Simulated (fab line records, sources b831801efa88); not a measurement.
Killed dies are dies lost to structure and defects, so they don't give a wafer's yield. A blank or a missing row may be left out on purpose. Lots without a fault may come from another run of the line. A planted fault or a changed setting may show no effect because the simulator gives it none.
fab line records | flow sky130 | part 1 of 2: steps 1 to 23 of 32
record lots=5 wafers=15 last_day=50
route steps=708 shown LI_CONTACT@364 LOCAL_INTERCONNECT@387
lots that met no fault: from a run of the same line without faults
start_h: hours from the record's first day to the start of the lot's first wafer shown | wait_h: hours since the lot's step before | " the same as in the row above | L1.1+2: a row that stands for several wafers | - no value, or no start given | * or withheld: withheld | < > ~ a bound
route shown NAME@n: a module of which the file shows steps, and the number in the route of the first | usual: mean/standard deviation of fault-free wafers | same: alike in all rows | chamber/n: place in a boat | sites: the reading at each site | _std_site: their standard deviation | _edge_site: outer sites' mean less inner sites' | radius_mm: how far each site lies from the wafer's centre | mask NAME#n: copy n | behind: the tool/chamber that last shaped the wafer | hold: why the lot was held/for how many hours/how that ended | device: the transistor (n, p or np) that didn't switch | end of line: the same wafers' tests at the end of the route | a step without rows: its recipe alone | killed: dies lost to structure and defects at the first sort, not the wafer's yield | map: a wafer's dies, x killed, . not, _ none there
set.NAME: the setting as run; set.NAME@STEP: as run at that earlier step | model.NAME: the simulator's own value behind a step, which no gauge read
lots at some steps of the route; a table a step, a row a wafer
services: from which hour (start_h, from the record's first day; less than 0 if before it) a tool's chamber was out of use, for how many hours, and why
## steps
# step SKY_LI_CONTACT_CMP_02
# recipe material=PSG down_force_psi=4 platen_rpm=60 pad_velocity_m_s=0.94248
# usual motor_current_A=11.8/1.3 slurry_flow_ml_min=150.1/0.51 time_to_endpoint_s=31/4
# columns lot.wafer tool chamber start_h wait_h motor_current_A slurry_flow_ml_min time_to_endpoint_s
L078.2 cmp-01 0 689.02 0.2 9.3 149.8 25
L078.3 " 2 " " 12.3 149.5 29
L078.5 " 1 " " 12.3 150.1 30
L088.2 cmp-02 3 769.37 0.0 11.5 150.5 33
L088.1 " 2 " " 12.4 149.3 27
L088.5 " 3 " " 10.9 150.1 32
L091.3 cmp-02 0 785.94 0.2 11.3 150.4 34
L091.6 " 1 " " 10.1 150.7 32
L091.5 " 2 " " 12.9 150.2 31
L097.3 cmp-01 1 823.41 0.1 12.4 149.3 35
L097.2 " 2 " " 12.3 149.6 33
L097.5 " 1 " " 12.0 150.1 36
L096.2 cmp-02 2 825.01 0.0 12.5 149.9 32
L096.1 " 1 " " 9.6 149.3 32
L096.6 " 3 " " 11.4 150.3 38
# step SKY_LI_CONTACT_BOW_MEAS_03
# recipe mode=bow
# usual LI_CONTACT_BOW=56/6.9
# columns lot.wafer tool chamber start_h wait_h LI_CONTACT_BOW[um]
L078.2 film_metro-02 - 689.34 0.3 62
L078.3 " - " " 51
L078.5 " - " " 52
L088.1 film_metro-01 - 769.67 0.1 60
L088.2 " - " " 54
L088.5 " - " " 53
L091.3 film_metro-04 - 786.13 0.1 49
L091.5 " - " " 55
L091.6 " - " " 61
L097.2 film_metro-04 - 823.68 0.2 56
L097.3 " - " " 57
L097.5 " - " " 39
L096.1 film_metro-04 - 825.31 0.1 50
L096.2 " - " " 56
L096.6 " - " " 56
# step SKY_LI_CONTACT_DEHYDRATE_04
# recipe temp_c=200 time_s=60
# usual exhaust_pa=44.8/0.86 resist_line_temp_C=23.01/0.099
# columns lot.wafer tool chamber start_h wait_h exhaust_pa resist_line_temp_C
L078.2 litho_track-01 0 703.14 13.8 43.8 22.95
L078.3 " 0 " " 45.3 22.96
L078.5 " 0 " " 46.5 22.95
L088.1 litho_track-03 0 781.93 12.2 43.3 22.94
L088.2 " 0 " " 43.7 23.03
L088.5 " 0 " " 43.0 23.03
L091.3 litho_track-01 0 799.52 13.4 45.3 22.93
L091.5 " 0 " " 44.2 22.88
L091.6 " 0 " " 45.5 23.11
L097.2 litho_track-03 0 836.20 12.5 43.3 22.98
L097.3 " 0 " " 44.3 23.00
L097.5 " 0 " " 44.6 22.98
L096.1 litho_track-03 0 837.78 12.5 44.4 23.07
L096.2 " 0 " " 45.8 23.21
L096.6 " 0 " " 45.0 23.02
# step SKY_LI_CONTACT_HMDS_05
# recipe prime_time_s=60 prime_temp_c=120
# usual exhaust_pa=45.2/0.91 resist_line_temp_C=23.01/0.11
# columns lot.wafer tool chamber start_h wait_h exhaust_pa resist_line_temp_C
L078.2 litho_track-01 0 703.29 0.1 44.4 22.91
L078.3 " 0 " " 46.5 23.05
L078.5 " 0 " " 46.1 22.76
L088.1 litho_track-03 0 782.08 0.1 44.3 23.06
L088.2 " 0 " " 45.4 22.95
L088.5 " 0 " " 45.6 23.03
L091.3 litho_track-01 0 799.67 0.1 44.4 23.04
L091.5 " 0 " " 44.3 23.08
L091.6 " 0 " " 45.2 23.11
L097.2 litho_track-03 0 836.35 0.1 45.9 22.82
L097.3 " 0 " " 44.5 22.78
L097.5 " 0 " " 44.5 23.03
L096.1 litho_track-03 0 837.93 0.1 45.4 22.93
L096.2 " 0 " " 45.7 22.98
L096.6 " 0 " " 44.5 22.89
# step SKY_LI_CONTACT_COAT_06
# recipe resist=BARC temp_c=withheld time_s=withheld spin_rpm=3000 resist_thk_nm=60
# usual exhaust_pa=44.9/0.99 resist_line_temp_C=*
# columns lot.wafer tool chamber start_h wait_h exhaust_pa resist_line_temp_C
L078.2 litho_track-01 0 703.44 0.1 47.1 *
L078.3 " 0 " " 45.4 *
L078.5 " 0 " " 46.3 *
L088.1 litho_track-03 0 782.23 0.1 44.5 *
L088.2 " 0 " " 44.8 *
L088.5 " 0 " " 45.7 *
L091.3 litho_track-01 0 799.82 0.1 43.9 *
L091.5 " 0 " " 42.9 *
L091.6 " 0 " " 43.8 *
L097.2 litho_track-03 0 836.50 0.1 44.2 *
L097.3 " 0 " " 45.7 *
L097.5 " 0 " " 44.6 *
L096.1 litho_track-03 0 838.08 0.1 43.7 *
L096.2 " 0 " " 43.2 *
L096.6 " 0 " " 44.7 *
# step SKY_LI_CONTACT_COAT_07
# recipe resist=KrF-thick spin_rpm=3000 resist_thk_nm=450
# usual exhaust_pa=44.9/0.91 resist_line_temp_C=23.01/0.1
# columns lot.wafer tool chamber start_h wait_h exhaust_pa resist_line_temp_C
L078.2 litho_track-01 0 - - 44.2 22.90
L078.3 " 0 " " 43.8 23.03
L078.5 " 0 " " 45.4 23.01
L088.1 litho_track-03 0 - - 44.1 23.10
L088.2 " 0 " " 45.1 23.00
L088.5 " 0 " " 44.2 22.90
L091.3 litho_track-01 0 - - 44.1 22.96
L091.5 " 0 " " 44.3 22.96
L091.6 " 0 " " 44.3 22.89
L097.2 litho_track-03 0 - - 45.3 22.95
L097.3 " 0 " " 45.4 22.92
L097.5 " 0 " " 45.5 23.00
L096.1 litho_track-03 0 - - 45.1 23.10
L096.2 " 0 " " 43.9 23.08
L096.6 " 0 " " 45.2 23.10
# step SKY_LI_CONTACT_SOFTBAKE_08
# recipe temp_c=100 time_s=90 resist=KrF-thick
# usual exhaust_pa=44.9/0.95 resist_line_temp_C=23.02/0.1
# columns lot.wafer tool chamber start_h wait_h exhaust_pa resist_line_temp_C
L078.2 litho_track-01 0 - - 45.3 23.17
L078.3 " 0 " " 44.1 23.16
L078.5 " 0 " " 45.4 23.10
L088.1 litho_track-03 0 - - 45.6 22.97
L088.2 " 0 " " 42.5 23.13
L088.5 " 0 " " 44.6 23.03
L091.3 litho_track-01 0 - - 45.4 22.97
L091.5 " 0 " " 46.1 22.96
L091.6 " 0 " " 46.0 22.97
L097.2 litho_track-03 0 - - 44.8 23.11
L097.3 " 0 " " 45.4 22.99
L097.5 " 0 " " 45.6 23.08
L096.1 litho_track-03 0 - - 44.9 23.00
L096.2 " 0 " " 47.2 23.15
L096.6 " 0 " " 45.4 23.13
# step SKY_LI_CONTACT_EXPOSE_09
# recipe mask_id=LICM1 na=0.8 source_shape=annular sigma_inner=0.55 sigma_outer=0.85 target_cd_nm=170 dose_mj=38
# same na=0.8
# columns lot.wafer tool chamber start_h wait_h mask
L078.2+3+5 krf_scanner-01 0 - - LICM1#0
L088.1+2+5 krf_scanner-01 0 - - LICM1#0
L091.3+5+6 krf_scanner-01 0 - - LICM1#0
L097.2+3+5 krf_scanner-02 0 - - LICM1#0
L096.1+2+6 krf_scanner-01 0 - - LICM1#0
# step SKY_LI_CONTACT_PEB_10
# recipe peb_temp_c=withheld peb_time_s=withheld resist=KrF-thick
# usual exhaust_pa=44.9/0.9 resist_line_temp_C=*
# columns lot.wafer tool chamber start_h wait_h exhaust_pa resist_line_temp_C
L078.2 litho_track-03 0 - - 44.3 *
L078.3 " 0 " " 44.8 *
L078.5 " 0 " " 45.0 *
L088.1 litho_track-04 0 - - 44.7 *
L088.2 " 0 " " 45.8 *
L088.5 " 0 " " 43.8 *
L091.3 litho_track-03 0 - - 44.3 *
L091.5 " 0 " " 43.8 *
L091.6 " 0 " " 44.0 *
L097.2 litho_track-01 0 - - 46.0 *
L097.3 " 0 " " 44.6 *
L097.5 " 0 " " 45.5 *
L096.1 litho_track-01 0 - - 46.4 *
L096.2 " 0 " " 47.0 *
L096.6 " 0 " " 44.8 *
# step SKY_LI_CONTACT_DEVELOP_11
# recipe develop_time_s=60 resist=KrF-thick dev_temp_c=21
# usual exhaust_pa=44.8/0.93 resist_line_temp_C=22.99/0.1
# same develop_time_s=60
# columns lot.wafer tool chamber start_h wait_h exhaust_pa resist_line_temp_C
L078.2 litho_track-03 0 - - 43.5 22.89
L078.3 " 0 " " 45.2 23.18
L078.5 " 0 " " 45.0 23.04
L088.1 litho_track-04 0 - - 45.6 22.85
L088.2 " 0 " " 45.3 22.83
L088.5 " 0 " " 44.9 22.88
L091.3 litho_track-03 0 - - 43.7 22.99
L091.5 " 0 " " 46.0 22.96
L091.6 " 0 " " 44.1 23.07
L097.2 litho_track-01 0 - - 43.5 22.85
L097.3 " 0 " " 45.2 22.98
L097.5 " 0 " " 44.9 22.95
L096.1 litho_track-01 0 - - 45.9 23.07
L096.2 " 0 " " 45.5 22.98
L096.6 " 0 " " 45.4 22.99
# step SKY_LI_CONTACT_CD_MEAS_12
# recipe target_cd_nm=170
# usual cd_nm=170.4/1.8
# columns lot.wafer tool chamber start_h wait_h cd_nm
L078.2 cd_sem-01 - 717.80 - 166.6
L078.3 " - " " 170.0
L078.5 " - " " 170.5
L088.1 cd_sem-02 - 796.70 - 170.4
L088.2 " - " " 170.0
L088.5 " - " " 169.7
L091.3 cd_sem-02 - 813.02 - 171.1
L091.5 " - " " 170.6
L091.6 " - " " 168.8
L097.2 cd_sem-02 - 850.54 - 172.9
L097.3 " - " " 172.4
L097.5 " - " " 172.9
L096.1 cd_sem-01 - 852.27 - 168.9
L096.2 " - " " 168.6
L096.6 " - " " 168.6
# step SKY_LI_CONTACT_OVL_MEAS_13
# usual LI_CONTACT_OVL=1/4.5
# columns lot.wafer tool chamber start_h wait_h LI_CONTACT_OVL[nm]
L078.2 overlay-01 - 717.90 0.1 6
L078.3 " - " " 7
L078.5 " - " " 7
L088.1 overlay-01 - 796.82 0.1 0
L088.2 " - " " -3
L088.5 " - " " 2
L091.3 overlay-02 - 813.11 0.1 -1
L091.5 " - " " 0
L091.6 " - " " 1
L097.2 overlay-01 - 850.65 0.1 -3
L097.3 " - " " 2
L097.5 " - " " -3
L096.1 overlay-02 - 852.39 0.1 0
L096.2 " - " " -1
L096.6 " - " " -3
# step SKY_LI_CONTACT_ETCH_14
# recipe chemistry=N2/H2 target=BARC ion_energy_ev=200 source_w=500 bias_w=100 pressure_mtorr=30 n2_flow_sccm=100 h2_flow_sccm=200 stop_on=SiO2 time_s=45.9 target_depth_a=600
# usual drypump_motor_current_A=5.7/0.48 h2_flow_sccm=199.8/0.59 oes_product_au=0.854/0.0052 throttle_valve_pct=13.224/0.0099
# columns lot.wafer tool chamber start_h wait_h drypump_motor_current_A h2_flow_sccm oes_product_au rf_hours_counter_h throttle_valve_pct
L078.2 rie_diel-04 0 717.93 0.0 5.8 200.3 0.850 9 13.219
L078.3 " 3 " " 5.9 200.1 0.855 7 13.232
L078.5 " 1 " " 5.6 200.4 0.858 - 13.217
L088.1 rie_diel-04 1 796.86 0.0 5.6 198.8 0.858 18 13.235
L088.2 " 2 " " 5.6 200.8 0.849 9 13.220
L088.5 " 3 " " 5.9 199.6 0.852 - 13.205
L091.3 rie_diel-01 1 813.13 0.0 5.4 199.4 0.846 16 13.227
L091.5 " 2 " " 6.5 199.0 0.853 - 13.228
L091.6 " 3 " " 4.8 199.9 0.859 - 13.214
L097.2 rie_diel-03 1 850.68 0.0 6.0 200.8 0.860 15 13.196
L097.3 " 2 " " 5.0 199.7 0.847 - 13.235
L097.5 " 1 " " 5.9 200.5 0.855 - 13.226
L096.1 rie_diel-03 1 852.43 0.0 5.9 199.0 0.856 15 13.229
L096.2 " 2 " " 5.0 199.5 0.855 24 13.232
L096.6 " 1 " " 5.9 199.1 0.851 - 13.223
# step SKY_LI_CONTACT_ETCH_15
# recipe target=PSG chemistry=C4F8/O2/Ar stop_on=Si taper_deg=4.15 mask_material=KrF-thick source_w=1500 bias_w=1200 pressure_mtorr=40 c4f8_flow_sccm=withheld O2_flow_sccm=6 Ar_flow_sccm=300 time_s=withheld target_depth_a=6000
# usual oes_product_au=0.836/0.0048
# columns lot.wafer tool chamber start_h wait_h oes_product_au
L078.2 rie_diel-04 0 717.98 0.0 0.836
L078.3 " 3 " " 0.839
L078.5 " 1 " " 0.840
L088.1 rie_diel-04 1 796.90 0.0 0.826
L088.2 " 2 " " 0.834
L088.5 " 3 " " 0.842
L091.3 rie_diel-01 1 813.18 0.0 0.836
L091.5 " 2 " " 0.848
L091.6 " 3 " " 0.836
L097.2 rie_diel-03 1 850.74 0.0 0.834
L097.3 " 2 " " 0.841
L097.5 " 1 " " 0.835
L096.1 rie_diel-03 1 852.49 0.0 0.831
L096.2 " 2 " " 0.840
L096.6 " 1 " " 0.837
# step SKY_LI_CONTACT_STRIP_16
# recipe chemistry=O2/N2 power_w=1400 pressure_mtorr=1500 platen_temp_c=withheld o2_flow_sccm=3000 n2_flow_sccm=300 overash_fraction=0.5
# usual drypump_motor_current_A=5.7/0.46 oes_product_au=0.375/0.0053 strip_time_to_endpoint_s=3.47/0.054
# columns lot.wafer tool chamber start_h wait_h drypump_motor_current_A oes_product_au rf_hours_counter_h strip_time_to_endpoint_s
L078.2 plasma_asher-02 1 718.06 - 5.5 0.375 103 3.44
L078.3 " 1 " " 5.5 0.374 - 3.52
L078.5 " 1 " " 5.5 0.368 - 3.50
L088.1 plasma_asher-02 0 796.99 - 5.4 0.368 6 3.50
L088.2 " 1 " " 5.5 0.377 6 3.53
L088.5 " 0 " " 5.4 0.380 - 3.46
L091.3 plasma_asher-02 1 813.30 - 5.5 0.383 - 3.51
L091.5 " 0 " " 5.4 0.375 - 3.46
L091.6 " 1 " " 5.5 0.377 - 3.55
L097.2 plasma_asher-02 1 850.87 - 5.5 0.371 11 3.44
L097.3 " 0 " " 5.4 0.364 - 3.43
L097.5 " 0 " " 5.4 0.371 - 3.44
L096.1 plasma_asher-04 0 852.62 - 6.6 0.374 68 3.45
L096.2 " 1 " " 5.4 0.376 68 3.45
L096.6 " 1 " " 5.4 0.374 - 3.46
# step SKY_LI_CONTACT_CLEAN_17
# recipe chemistry=NMP time_s=600 temp_c=60 dry=n2_spin
# usual bath_guard_temp_C=60.1/0.66
# columns lot.wafer tool chamber start_h wait_h bath_guard_temp_C
L078.2 wet_bench-01 0 718.16 0.1 60.6
L078.3 " 0 " " 60.2
L078.5 " 0 " " 60.8
L088.1 wet_bench-04 1 797.09 0.1 61.3
L088.2 " 1 " " 61.3
L088.5 " 1 " " 61.2
L091.3 wet_bench-01 2 813.36 0.0 60.3
L091.5 " 2 " " 60.1
L091.6 " 2 " " 60.2
L097.2 wet_bench-02 2 850.97 0.1 59.2
L097.3 " 2 " " 59.1
L097.5 " 2 " " 59.6
L096.1 wet_bench-01 0 852.72 0.1 60.4
L096.2 " 0 " " 60.6
L096.6 " 0 " " 60.8
# step SKY_LI_CONTACT_PRE_CLEAN_18
# recipe gas=Ar time_s=5.6 bias_v=358
# columns lot.wafer tool chamber start_h wait_h
L078.2+3+5 pvd_sputter-01 - 718.34 0.0
L088.1+2+5 pvd_sputter-01 - 797.26 0.0
L091.3+5+6 pvd_sputter-02 - 813.54 0.0
L097.2+3+5 pvd_sputter-03 - 851.18 0.0
L096.1+2+6 pvd_sputter-01 - 852.89 0.0
# step SKY_LI_CONTACT_SPUTTER_19
# recipe material=Ti target_thk_nm=20 chamber_pressure_pa=5 power_w=2500 substrate_temp_c=200 time_s=106.37
# usual throttle_valve_pct=30.0/1.3
# columns lot.wafer tool chamber start_h wait_h throttle_valve_pct
L078.2 pvd_sputter-01 - 718.36 0.0 28.8
L078.3 " - " " 30.6
L078.5 " - " " 30.4
L088.1 pvd_sputter-01 - 797.28 0.0 30.4
L088.2 " - " " 28.7
L088.5 " - " " 28.7
L091.3 pvd_sputter-02 - 813.56 0.0 30.9
L091.5 " - " " 28.7
L091.6 " - " " 30.6
L097.2 pvd_sputter-03 - 851.20 0.0 30.7
L097.3 " - " " 29.4
L097.5 " - " " 28.4
L096.1 pvd_sputter-01 - 852.91 0.0 30.4
L096.2 " - " " 27.9
L096.6 " - " " 30.3
# step SKY_LI_CONTACT_SPUTTER_20
# recipe material=TiN target_thk_nm=20 chamber_pressure_pa=5 power_w=4000 time_s=80
# usual throttle_valve_pct=30.0/1.3
# columns lot.wafer tool chamber start_h wait_h throttle_valve_pct
L078.2 pvd_sputter-01 - 718.43 0.0 28.9
L078.3 " - " " 30.6
L078.5 " - " " 30.3
L088.1 pvd_sputter-01 - 797.36 0.0 30.4
L088.2 " - " " 28.8
L088.5 " - " " 28.7
L091.3 pvd_sputter-02 - 813.63 0.0 30.5
L091.5 " - " " 28.5
L091.6 " - " " 30.6
L097.2 pvd_sputter-03 - 851.27 0.0 30.3
L097.3 " - " " 29.5
L097.5 " - " " 28.7
L096.1 pvd_sputter-01 - 852.99 0.0 30.7
L096.2 " - " " 28.0
L096.6 " - " " 30.5
# step SKY_LI_CONTACT_CVD_21
# recipe material=W target_thk_nm=400 time_s=120.56 temp_c=400 pressure_torr=40
# usual heater_power_w=928/33
# columns lot.wafer tool chamber start_h wait_h heater_power_w
L078.2 cvd_w-02 1 718.49 0.0 957
L078.3 " 1 " " 957
L078.5 " 1 " " 947
L088.1 cvd_w-01 0 797.42 0.0 925
L088.2 " 1 " " 886
L088.5 " 0 " " 904
L091.3 cvd_w-01 0 813.74 0.1 924
L091.5 " 1 " " 901
L091.6 " 0 " " 902
L097.2 cvd_w-01 0 851.33 0.0 891
L097.3 " 1 " " 895
L097.5 " 1 " " 871
L096.1 cvd_w-02 0 853.05 0.0 972
L096.2 " 1 " " 943
L096.6 " 1 " " 953
# step SKY_LI_CONTACT_RS_MEAS_22
# recipe thk_meas_gauge=four-point-probe reads=W_of_LI_CONTACT_CVD_21+TiN_of_LI_CONTACT_SPUTTER_20+Ti_of_LI_CONTACT_SPUTTER_19
# usual LI_CONTACT_W_RS=0.2818/0.0026
# columns lot.wafer tool chamber start_h wait_h LI_CONTACT_W_RS[ohm/sq]
L078.2 film_metro-01 - 718.64 0.1 0.2813
L078.3 " - " " 0.2850
L078.5 " - " " 0.2837
L088.1 film_metro-04 - 797.55 0.1 0.2845
L088.2 " - " " 0.2885
L088.5 " - " " 0.2815
L091.3 film_metro-02 - 813.86 0.1 0.2794
L091.5 " - " " 0.2822
L091.6 " - " " 0.2794
L097.2 film_metro-02 - 851.48 0.1 0.2803
L097.3 " - " " 0.2846
L097.5 " - " " 0.2836
L096.1 film_metro-02 - 853.17 0.1 0.2852
L096.2 " - " " 0.2800
L096.6 " - " " 0.2841
# step SKY_LI_CONTACT_THK_MEAS_23
# recipe thk_meas_gauge=xrf reads=W_of_LI_CONTACT_CVD_21
# usual LI_CONTACT_W_THK=413/5.6
# columns lot.wafer tool chamber start_h wait_h LI_CONTACT_W_THK[nm]
L078.2 film_metro-01 - 718.75 0.1 413
L078.3 " - " " 409
L078.5 " - " " 409
L088.1 film_metro-04 - 797.67 0.1 413
L088.2 " - " " 408
L088.5 " - " " 419
L091.3 film_metro-02 - 813.96 0.1 421
L091.5 " - " " 414
L091.6 " - " " 417
L097.2 film_metro-02 - 851.59 0.1 411
L097.3 " - " " 408
L097.5 " - " " 406
L096.1 film_metro-02 - 853.29 0.1 406
L096.2 " - " " 413
L096.6 " - " " 408
# step SKY_LI_CONTACT_CMP_24
# recipe stop_on=PSG t_overpolish_s=20 down_force_psi=3.5 platen_rpm=60 target_thk_nm=0 pad_velocity_m_s=0.94248
# usual motor_current_A=10.6/1.2 overpolish_run_s=20.000/0.0087 slurry_flow_ml_min=150.0/0.47 time_to_endpoint_s=97/6.3
# columns lot.wafer tool chamber start_h wait_h motor_current_A overpolish_run_s slurry_flow_ml_min time_to_endpoint_s
L078.2 cmp-02 3 719.03 0.3 10.5 20.005 149.9 104
L078.3 " 0 " " 10.9 19.998 149.9 108
L078.5 " 0 " " 10.5 19.995 150.0 110
L088.2 cmp-02 3 797.78 0.1 10.5 20.005 150.8 99
L088.1 " 0 " " 10.0 19.999 149.4 104
L088.5 " 3 " " 9.9 19.988 150.1 98
L091.3 cmp-02 3 814.13 0.2 10.0 19.993 150.0 101
L091.6 " 3 " " 10.4 20.002 150.1 99
L091.5 " 0 " " 10.7 19.999 149.4 103
L097.2 cmp-02 1 851.64 0.0 8.6 19.995 150.4 96
L097.3 " 0 " " 10.1 19.983 150.0 106
L097.5 " 1 " " 9.1 19.999 149.5 95
L096.2 cmp-02 3 853.45 0.1 10.4 19.994 149.9 103
L096.1 " 0 " " 10.8 19.997 150.2 104
L096.6 " 2 " " 11.5 20.014 150.7 95
